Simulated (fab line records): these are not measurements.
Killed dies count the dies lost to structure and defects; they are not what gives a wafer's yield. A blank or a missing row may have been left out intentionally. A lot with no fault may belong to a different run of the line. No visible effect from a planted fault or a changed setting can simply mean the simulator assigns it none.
Matching of chambers | flow sky130 | SKY_FIELD_ISO_ETCH_17 on rieSi-02: 4 sister chambers
The step etches Si in HBr/Cl2/O2, target depth 342 nm, time 97.7 s. 8 wafers are shown with their chamber, then 8 later ones without.

WAFERS PAIRED WITH THEIR CHAMBERS
wafer  | chamber | drypumpMotorCurrentA (A) | runLengthS (s)
L859.4 | 2       | 5.7                      | 126.4
L859.5 | 0       | 6.6                      | 126.2
L866.6 | 0       | 6.5                      | 125.7
L872.6 | 2       | 5.6                      | 126.5
L873.3 | 3       | 6.7                      | 126.0
L873.4 | 1       | 6.0                      | 126.1
L873.6 | 3       | 6.7                      | 125.5
L874.1 | 1       | 6.0                      | 126.6

WAFERS WHOSE CHAMBER IS MISSING
wafer  | drypumpMotorCurrentA (A) | runLengthS (s)
L874.4 | 6.7                      | 125.8
L874.5 | 5.6                      | 126.6
L876.3 | 5.6                      | 126.7
L876.4 | 6.5                      | 126.0
L876.5 | 5.7                      | 126.2
L877.1 | 6.7                      | 125.5
L877.3 | 6.5                      | 126.2
L877.4 | 5.6                      | 126.2

WHICH CHAMBER EACH ONE RAN IN
wafer  | from the rows above | in truth
L874.4 | 3                   | 3
L874.5 | 2                   | 2
L876.3 | 2                   | 2
L876.4 | 0                   | 0
L876.5 | 2                   | 2
L877.1 | 3                   | 3
L877.3 | 0                   | 0
L877.4 | 2                   | 2
Correct placement for 8 of the 8. From these rows, 0 cannot be placed. Number placed wrongly: 0.
How it was worked out, from the rows above alone: a wafer's distance from a chamber is the root of the sum, over the readings, of the square of ((its reading less the chamber's mean) divided by the reading's scatter). The wafer belongs to the nearest chamber; if the next one is less than 2 further off, it can't be placed. The mean given for a chamber averages the wafers shown for that chamber. How the scatter is found: for the shown wafers, subtract from each reading the mean of its chamber, square and add these, divide the total by (wafers less chambers), then take the root.
